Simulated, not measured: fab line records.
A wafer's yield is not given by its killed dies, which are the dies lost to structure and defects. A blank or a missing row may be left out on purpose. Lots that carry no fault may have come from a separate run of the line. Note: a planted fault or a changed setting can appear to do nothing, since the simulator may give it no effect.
What tool caused it? | flow sky130 | Sampling: 14 lots, 42 wafers, 3 of 708 route steps

WHAT EACH GAUGE READ, for each wafer
SKY_PWDE_OVL_MEAS_07. Usual: PWDE_OVL typically reads 0.2 nm, with standard deviation 1.3.
lot  | measured    | on         | PWDE_OVL (nm)  | flag
L982 | day 3 23:50 | overlay-01 | 0.3 2.0 1.2    | 
L984 | day 4 13:38 | overlay-02 | -0.7 -1.6 -1.5 | 
L985 | day 4 20:09 | overlay-01 | 0.6 1.8 1.9    | 
L986 | day 4 21:18 | overlay-01 | 1.4 1.1 0.7    | 
L987 | day 5 02:44 | overlay-02 | 0.7 -1.0 -0.2  | 
L992 | day 6 12:32 | overlay-02 | -0.6 -0.3 0.6  | 
L993 | day 6 16:37 | overlay-02 | 0.2 -0.7 -0.4  | 
L996 | day 7 12:37 | overlay-02 | -1.3 0.4 -2.8  | 
L998 | day 8 05:56 | overlay-02 | 1.0 2.8 1.9    | 
L997 | day 8 07:51 | overlay-01 | -1.7 0.7 -2.3  | 
L999 | day 8 08:13 | overlay-02 | -0.4 1.3 1.0   | 
L101 | day 8 14:01 | overlay-01 | -0.9 -1.2 0.9  | 
L102 | day 8 21:23 | overlay-01 | -1.6 -0.4 -1.4 | 
L103 | day 8 22:06 | overlay-01 | -0.8 0.3 -1.5  | 

SKY_NWELL_RS_MEAS_29: uses a four-point probe to measure. Usual: NWELL_RS typically reads 625.5 ohm/sq, with standard deviation 1.8.
lot  | measured     | on           | NWELL_RS (ohm/sq) | flag
L982 | day 5 12:14  | filmMetro-01 | 627.5 626.2 627.0 | 
L984 | day 6 03:20  | filmMetro-03 | 627.5 629.1 627.0 | 
L985 | day 6 09:27  | filmMetro-03 | 624.0 626.5 627.0 | 
L986 | day 6 10:32  | filmMetro-03 | 625.8 625.2 623.7 | 
L987 | day 6 16:13  | filmMetro-03 | 624.1 626.4 627.5 | 
L992 | day 8 08:52  | filmMetro-01 | 623.5 625.1 623.8 | 
L993 | day 8 10:48  | filmMetro-01 | 622.5 623.4 622.1 | 
L996 | day 9 07:27  | filmMetro-01 | 625.7 626.0 624.5 | 
L998 | day 10 00:44 | filmMetro-01 | 624.9 624.4 624.2 | 
L997 | day 10 04:48 | filmMetro-01 | 624.4 624.5 623.6 | 
L999 | day 10 05:00 | filmMetro-03 | 627.5 626.8 627.0 | 
L101 | day 10 11:40 | filmMetro-03 | 627.8 629.6 627.6 | 
L102 | day 10 18:53 | filmMetro-04 | 623.7 625.4 624.7 | 
L103 | day 10 19:37 | filmMetro-03 | 626.2 625.6 628.2 | 

WHICH TOOL RAN EACH LOT (tool, then ch and the chambers of the sampled wafers, then the start)
lot  | SKY_PWDE_STRIP_09
L982 | plasmaAsher-03 ch 0,1, day 4 00:01
L984 | plasmaAsher-04 ch 0,1, day 4 13:49
L985 | plasmaAsher-02 ch 1, day 4 20:20
L986 | plasmaAsher-04 ch 0,1, day 4 21:29
L987 | plasmaAsher-02 ch 0, day 5 02:55
L992 | plasmaAsher-04 ch 0,1, day 6 12:43
L993 | plasmaAsher-02 ch 0,1, day 6 16:49
L996 | plasmaAsher-02 ch 0,1, day 7 12:48
L998 | plasmaAsher-04 ch 0,1, day 8 06:07
L997 | plasmaAsher-03 ch 0,1, day 8 08:02
L999 | plasmaAsher-04 ch 0,1, day 8 08:25
L101 | plasmaAsher-03 ch 0,1, day 8 14:13
L102 | plasmaAsher-04 ch 0,1, day 8 21:34
L103 | plasmaAsher-02 ch 0,1, day 8 22:17
- SKY_PWDE_STRIP_09: strips in O2/N2.

AS READ BY THE TOOLS THEMSELVES (means over the sampled wafers that have a number; for cases with no such wafer, the mark the record gives instead)
SKY_PWDE_STRIP_09. Usual: chamberPressureMTorr 1499.9 mTorr, standard deviation 1.4; drypumpMotorCurrentA 5.5 A, standard deviation 0.59; n2FlowSccm 300.2 sccm, standard deviation 0.93; oesProductAu 0.722 a.u., standard deviation 0.005; stripTimeToEndpointS 36.93 s, standard deviation 0.093.
lot  | tool           | chamberPressureMTorr (mTorr) | drypumpMotorCurrentA (A) | n2FlowSccm (sccm) | oesProductAu (a.u.) | stripTimeToEndpointS (s) | flag
L982 | plasmaAsher-03 | 1502.0                       | 5.9                      | 299.4             | 0.724               | 36.88                    | 
L984 | plasmaAsher-04 | 1500.1                       | 5.3                      | 299.2             | 0.721               | 36.92                    | 
L985 | plasmaAsher-02 | 1499.8                       | 5.0                      | 299.3             | 0.726               | 36.95                    | 
L986 | plasmaAsher-04 | 1500.2                       | 5.9                      | 299.9             | 0.721               | 36.90                    | 
L987 | plasmaAsher-02 | 1499.8                       | 5.2                      | 301.1             | 0.731               | 36.89                    | 
L992 | plasmaAsher-04 | 1499.9                       | 5.4                      | 301.0             | 0.727               | 36.94                    | 
L993 | plasmaAsher-02 | 1499.2                       | 5.1                      | 300.8             | 0.719               | 37.07                    | 
L996 | plasmaAsher-02 | 1498.6                       | 5.1                      | 299.9             | 0.725               | 36.96                    | 
L998 | plasmaAsher-04 | 1499.1                       | 5.4                      | 299.9             | 0.725               | 36.89                    | 
L997 | plasmaAsher-03 | 1499.5                       | 5.9                      | 299.6             | 0.719               | 36.94                    | 
L999 | plasmaAsher-04 | 1499.1                       | 5.9                      | 300.7             | 0.717               | 36.75                    | 
L101 | plasmaAsher-03 | 1499.5                       | 6.0                      | 299.9             | 0.723               | 36.98                    | 
L102 | plasmaAsher-04 | 1501.1                       | 5.3                      | 299.6             | 0.721               | 36.91                    | 
L103 | plasmaAsher-02 | 1499.1                       | 5.1                      | 300.3             | 0.717               | 36.91                    | 

THE ANSWER, worked out from the rows above alone
Rule: a lot counts as off when the mean over its wafers that have a number is more than 3 standard deviations away from the usual mean. A lot without any number at a reading at which 4 lots or more have one is off too. All remaining lots with rows at the step are treated as sound. Order of review: gauges by route order, followed by the tools' own readings, for which a lot's mean as printed above is used. At the first step where some lot is off, the reading lying furthest off is the one used; lots without a number count as furthest.
No lot is off at any reading shown: from this, nothing can be told.

WHAT THE SIMULATOR PUT IN
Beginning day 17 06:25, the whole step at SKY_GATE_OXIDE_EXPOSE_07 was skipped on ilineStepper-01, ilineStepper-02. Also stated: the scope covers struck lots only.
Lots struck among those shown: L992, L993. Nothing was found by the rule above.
